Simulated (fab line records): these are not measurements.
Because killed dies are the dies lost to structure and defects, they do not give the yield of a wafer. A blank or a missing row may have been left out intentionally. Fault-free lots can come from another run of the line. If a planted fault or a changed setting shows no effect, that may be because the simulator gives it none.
fab line records | flow gf180mcu
record lots=6 wafers=18 lastDay=34
route steps=602 shown M3@413
lots that met no fault: from a run of the same line without faults
startH: start of the lot's first displayed wafer, in hours after the record's first day | waitH: hours since the lot's step before | " identical to the entry in the row above | L1.1+2: a single row standing in for several wafers | - value missing, or start not given | * or withheld: withheld | < > ~ a bound
route shown NAME@n: NAME is a module with steps in the file, n the number in the route of the first one | usual: mean and standard deviation over wafers with no fault | same: alike in all rows | chamber/n: place in a boat | sites: per-site readings | _std_site: the standard deviation of these | _edge_site: inner sites' mean taken away from outer sites' mean | radiusMm: for every site, how far away it sits from the centre of the wafer | mask NAME#n: copy n | behind: the last tool/chamber to shape the wafer | hold: what put the lot on hold/how long, in hours/how the hold closed | device: names the non-switching transistor (n, p or np) | end of line: the same wafers' tests at the end of the route | where a step has no rows: the recipe by itself | killed: the dies lost at the first sort to structure and to defects; this is not the yield of the wafer | map: a wafer's dies, marking killed ones x, the rest . and places with no die _
set.NAME: the setting as run; set.NAME@STEP: as run at that earlier step | model.NAME: the simulator's own value behind a step, which no gauge read
lots at selected steps of the route; one table per step, one row per wafer
services: the hour from which a tool's chamber was out of use, counted from the record's first day as startH (under 0 if before that day), plus the number of hours and why
## steps
# step GF_M3_SPUTTER_04
# recipe material=TiN targetThkNm=50 powerW=6500 timeS=41.7 chamberPressurePa=0.4
# usual throttleValvePct=30.0/1.1
# columns lot.wafer tool chamber startH waitH throttleValvePct
L147.1 pvdSputter-03 - 457.22 0.0 30.4
L147.3 " - " " 28.5
L147.5 " - " " 28.5
L148.1 pvdSputter-01 - 470.15 0.0 29.6
L148.3 " - " " 32.1
L148.6 " - " " 29.6
L153.1 pvdSputter-02 - 526.76 0.0 31.6
L153.2 " - " " 30.5
L153.4 " - " " 29.5
L156.1 pvdSputter-03 - 549.56 0.0 28.6
L156.4 " - " " 30.5
L156.6 " - " " 30.4
L162.2 pvdSputter-02 - 603.91 0.0 31.5
L162.4 " - " " 29.6
L162.5 " - " " 29.8
L167.1 pvdSputter-02 - 635.57 0.0 29.5
L167.2 " - " " 29.6
L167.4 " - " " 31.5
# step GF_M3_RS_MEAS_05
# recipe thkMeasGauge=four-point-probe reads=TiN_of_M3_SPUTTER_04+Ti_of_M3_SPUTTER_03+AlCu_of_M3_SPUTTER_02+TiN_of_M3_SPUTTER_01+Ti_of_M3_SPUTTER_00
# usual M3_ALCU_RS=0.0693/0.00071
# columns lot.wafer tool chamber startH waitH M3_ALCU_RS[ohm/sq]
L147.1 filmMetro-02 - 457.26 0.0 0.0704
L147.3 " - " " 0.0708
L147.5 " - " " 0.0709
L148.1 filmMetro-04 - 470.19 0.0 0.0684
L148.3 " - " " 0.0690
L148.6 " - " " 0.0691
L153.1 filmMetro-04 - 526.80 0.0 0.0689
L153.2 " - " " 0.0690
L153.4 " - " " 0.0699
L156.1 filmMetro-04 - 549.60 0.0 0.0690
L156.4 " - " " 0.0682
L156.6 " - " " 0.0690
L162.2 filmMetro-02 - 603.97 0.0 0.0691
L162.4 " - " " 0.0706
L162.5 " - " " 0.0702
L167.1 filmMetro-01 - 635.61 0.0 0.0687
L167.2 " - " " 0.0689
L167.4 " - " " 0.0679
# step GF_M3_THK_MEAS_06
# recipe thkMeasGauge=xrf reads=AlCu_of_M3_SPUTTER_02
# usual M3_ALCU_THK=444/5.2
# columns lot.wafer tool chamber startH waitH M3_ALCU_THK[nm]
L147.1 filmMetro-02 - 457.38 0.1 439
L147.3 " - " " 438
L147.5 " - " " 436
L148.1 filmMetro-04 - 470.31 0.1 450
L148.3 " - " " 445
L148.6 " - " " 444
L153.1 filmMetro-04 - 526.92 0.1 443
L153.2 " - " " 445
L153.4 " - " " 440
L156.1 filmMetro-04 - 549.72 0.1 446
L156.4 " - " " 451
L156.6 " - " " 448
L162.2 filmMetro-02 - 604.08 0.1 449
L162.4 " - " " 440
L162.5 " - " " 442
L167.1 filmMetro-01 - 635.73 0.1 452
L167.2 " - " " 446
L167.4 " - " " 454
# step GF_M3_DEHYDRATE_07
# recipe tempC=200 timeS=60
# step GF_M3_HMDS_08
# recipe primeTimeS=60 primeTempC=120
# step GF_M3_COAT_09
# recipe resist=KrF spinRpm=withheld resistThkNm=1000
# step GF_M3_SOFTBAKE_10
# recipe tempC=130 timeS=60 resist=KrF
# step GF_M3_EXPOSE_11
# recipe maskId=Metal3 targetCdNm=280 na=0.68 sourceShape=conventional sigmaOuter=0.6 doseMj=28
# step GF_M3_PEB_12
# recipe pebTempC=135 pebTimeS=90 resist=KrF
# step GF_M3_DEVELOP_13
# recipe developTimeS=60 devTempC=21
# step GF_M3_CD_MEAS_14
# recipe targetCdNm=280
# usual cdNm=280.1/1.1
# columns lot.wafer tool chamber startH waitH cdNm
L147.1 cdSem-02 - 481.41 0.1 282.2
L147.3 " - " " 280.9
L147.5 " - " " 281.3
L148.1 cdSem-02 - 494.55 0.1 281.0
L148.3 " - " " 281.6
L148.6 " - " " 280.6
L153.1 cdSem-01 - 549.06 0.1 280.6
L153.2 " - " " 280.8
L153.4 " - " " 280.3
L156.1 cdSem-02 - 572.10 0.1 277.9
L156.4 " - " " 279.0
L156.6 " - " " 279.8
L162.2 cdSem-02 - 625.51 0.1 280.2
L162.4 " - " " 279.8
L162.5 " - " " 279.5
L167.1 cdSem-02 - 654.92 0.1 280.8
L167.2 " - " " 280.5
L167.4 " - " " 280.0
# step GF_M3_OVL_MEAS_15
# usual M3_OVL=-4/6.2
# columns lot.wafer tool chamber startH waitH M3_OVL[nm]
L147.1 overlay-02 - 481.53 0.1 2
L147.3 " - " " 7
L147.5 " - " " 6
L148.1 overlay-01 - 494.67 0.1 -3
L148.3 " - " " -6
L148.6 " - " " -3
L153.1 overlay-01 - 549.18 0.1 10
L153.2 " - " " 6
L153.4 " - " " 7
L156.1 overlay-01 - 572.22 0.1 -4
L156.4 " - " " -5
L156.6 " - " " 0
L162.2 overlay-01 - 625.62 0.1 -2
L162.4 " - " " 2
L162.5 " - " " -4
L167.1 overlay-01 - 655.04 0.1 -8
L167.2 " - " " -2
L167.4 " - " " -5
# step GF_M3_METAL_ETCH_16
# recipe chemistry=Cl2/BCl3 maskMaterial=KrF targetDepthNm=627.5 stopOn=SiO2 pressureMtorr=8 icpW=800 biasW=140 Cl2_flow_sccm=80 bcl3FlowSccm=40 timeS=104.6
# usual biasW=140.0/0.41 chamberPressureMTorr=7.999/0.007 drypumpMotorCurrentA=5.8/0.6 oesProductAu=0.975/0.0063 rfFwdPowerW=796.5/2.3 throttleValvePct=28.247/0.011
# columns lot.wafer tool chamber startH waitH biasW chamberPressureMTorr drypumpMotorCurrentA oesProductAu rfFwdPowerW rfHoursCounterH throttleValvePct model.etch.depthNm model.M3.featureDepthNm model.KrF_of_M3_COAT_09.thkNm
L147.1 rieMetal-03 0 481.57 0.0 140.6 7.986 5.4 0.963 794.7 10 28.260 599.3 599.3 740.1
L147.3 " 1 " " 141.1 8.005 5.7 0.965 798.7 - 28.251 595.8 595.8 736.3
L147.5 " 0 " " 140.9 7.996 5.4 0.974 798.2 - 28.270 594.4 594.4 740.4
L148.1 rieMetal-03 1 494.70 0.0 140.7 7.996 5.7 0.985 795.8 5 28.270 611.9 611.9 733.4
L148.3 " 0 " " 140.5 7.997 5.4 0.986 795.6 - 28.249 607.4 607.4 737.5
L148.6 " 1 " " 140.3 7.992 5.8 0.982 794.6 - 28.242 607.4 607.4 731.6
L153.1 rieMetal-03 1 549.22 0.0 140.3 7.988 5.8 0.913 668.1 6 28.320 542.7 542.7 775.9
L153.2 " 0 " " 140.1 8.011 5.4 0.913 667.8 12 28.312 536.5 536.5 774.9
L153.4 " 1 " " 139.6 7.996 5.8 0.923 669.7 - 28.318 546 546 771.8
L156.1 rieMetal-03 0 572.25 0.0 139.6 7.990 5.4 0.909 667.3 13 28.323 539.5 539.5 770.2
L156.4 " 1 " " 140.4 8.007 5.7 0.913 669.3 - 28.295 540.1 540.1 774.1
L156.6 " 1 " " 139.4 7.997 5.7 0.914 665.3 - 28.309 541.9 541.9 770.3
L162.2 rieMetal-01 1 625.65 0.0 140.7 7.991 4.9 0.982 795.7 10 28.249 605.3 605.3 733.5
L162.4 " 1 " " 140.0 8.007 4.9 0.968 798.3 - 28.259 595.6 595.6 736.1
L162.5 " 1 " " 140.7 8.010 4.9 0.971 797.7 - 28.241 599.4 599.4 737.3
L167.1 rieMetal-04 0 655.07 0.0 139.7 7.998 5.8 0.980 795.4 2 28.245 610.7 610.7 736.3
L167.2 " 1 " " 140.1 7.989 6.3 0.980 792.1 4 28.236 607.2 607.2 733.7
L167.4 " 1 " " 140.5 7.997 6.4 0.982 796.3 - 28.239 614.5 614.5 731.9
# step GF_M3_STRIP_17
# recipe chemistry=O2/N2 powerW=1400 pressureMtorr=1500 platenTempC=250 o2FlowSccm=3000 n2FlowSccm=300 overashFraction=0.5
# usual chamberPressureMTorr=1500.0/1.4 drypumpMotorCurrentA=5.54/0.23 heaterPowerW=332/21 oesProductAu=0.558/0.0049 stripTimeToEndpointS=7.87/0.037
# columns lot.wafer tool chamber startH waitH chamberPressureMTorr drypumpMotorCurrentA heaterPowerW oesProductAu rfHoursCounterH stripTimeToEndpointS
L147.1 plasmaAsher-04 0 481.68 0.1 1498.1 5.40 313 0.560 70 7.93
L147.3 " 1 " " 1496.7 5.45 342 0.564 - 7.90
L147.5 " 1 " " 1500.7 5.42 331 0.559 - 7.90
L148.1 plasmaAsher-03 0 494.81 0.1 1500.5 5.52 325 0.559 41 7.87
L148.3 " 1 " " 1498.2 5.88 381 0.562 - 7.91
L148.6 " 1 " " 1500.2 5.89 371 0.555 - 7.83
L153.1 plasmaAsher-03 1 549.33 0.1 1499.3 5.89 375 0.573 47 8.27
L153.2 " 0 " " 1498.8 5.52 323 0.576 47 8.27
L153.4 " 1 " " 1501.6 5.90 361 0.571 - 8.23
L156.1 plasmaAsher-04 0 572.36 0.1 1501.8 5.35 316 0.571 79 8.21
L156.4 " 1 " " 1501.8 5.44 341 0.581 - 8.26
L156.6 " 0 " " 1500.1 5.37 322 0.579 - 8.22
L162.2 plasmaAsher-04 0 625.76 0.1 1499.5 5.37 320 0.559 84 7.87
L162.4 " 0 " " 1500.1 5.38 312 0.560 - 7.88
L162.5 " 1 " " 1497.8 5.45 340 0.560 - 7.90
L167.1 plasmaAsher-04 0 655.19 0.1 1502.4 5.37 318 0.555 87 7.88
L167.2 " 1 " " 1501.7 5.48 336 0.553 87 7.88
L167.4 " 0 " " 1499.7 5.39 320 0.557 - 7.86
# step GF_M3_STRIP_18
# recipe chemistry=postEtchResidueRemover timeS=1200 tempC=72.5
## services
# columns tool chamber startH hours kind
rieMetal-04 - 442.43 0.7 repair
plasmaAsher-03 - 453.67 1.8 repair
pvdSputter-03 1 455.98 - consumableReplace:kit
pvdSputter-03 1 455.98 18.0 scheduledDown
pvdSputter-03 1 455.98 18.0 ventCycle
plasmaAsher-03 - 459.65 2.8 pm
rieMetal-01 - 469.94 3.2 repair
rieMetal-04 1 489.49 - clean
rieMetal-04 1 489.49 19.8 scheduledDown
rieMetal-04 1 489.49 19.8 ventCycle
plasmaAsher-03 - 515.03 4.0 pm
plasmaAsher-03 - 525.35 0.4 repair
pvdSputter-02 1 534.51 - consumableReplace:kit
pvdSputter-02 1 534.51 18.0 scheduledDown
pvdSputter-02 1 534.51 18.0 ventCycle
plasmaAsher-04 - 539.38 8.5 pm
pvdSputter-02 - 607.80 0.9 repair
rieMetal-03 0 635.78 4.6 repair
rieMetal-03 0 640.82 6.9 repair
pvdSputter-03 - 647.56 3.6 repair
rieMetal-04 - 648.28 0.6 repair
rieMetal-03 0 649.30 - clean
rieMetal-03 0 649.30 18.6 scheduledDown
rieMetal-03 0 649.30 18.6 ventCycle
## key
firstSign step=GF_M3_METAL_ETCH_16 reading=rfFwdPowerW direction=down sigmas=57 usual=796.5 struck=667.9
effect step=GF_M3_METAL_ETCH_16 reading=oesProductAu direction=down sigmas=9.6 usual=0.975 struck=0.914
effect step=GF_M3_STRIP_17 reading=stripTimeToEndpointS direction=up sigmas=10 usual=* struck=*
modelEffect step=GF_M3_METAL_ETCH_16 value=etch.depthNm without=606.9 struck=541.1
modelEffect step=GF_PASSIVATION_PROBE_99 value=etest.pplusU.short without=0 struck=1
metAt GF_M3_METAL_ETCH_16
struckWafers L153.1,L153.2,L153.4,L156.1,L156.4,L156.6
sortLeftOut L153.1,L153.2,L153.4,L156.1,L156.4,L156.6
onsetBetween 494.70 549.22
fault kind=processParameterDrift tool=rieMetal-03 chamber=- onsetH=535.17 steps=GF_M3_METAL_ETCH_16 channel=icpW offset=-128 shape=step endH=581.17 actsIn=theseRecipesOnly stated=800
# sortLeftOut: the simulated sort isn't trusted on such a fault, so these wafers' sort isn't shown, and their yield isn't known
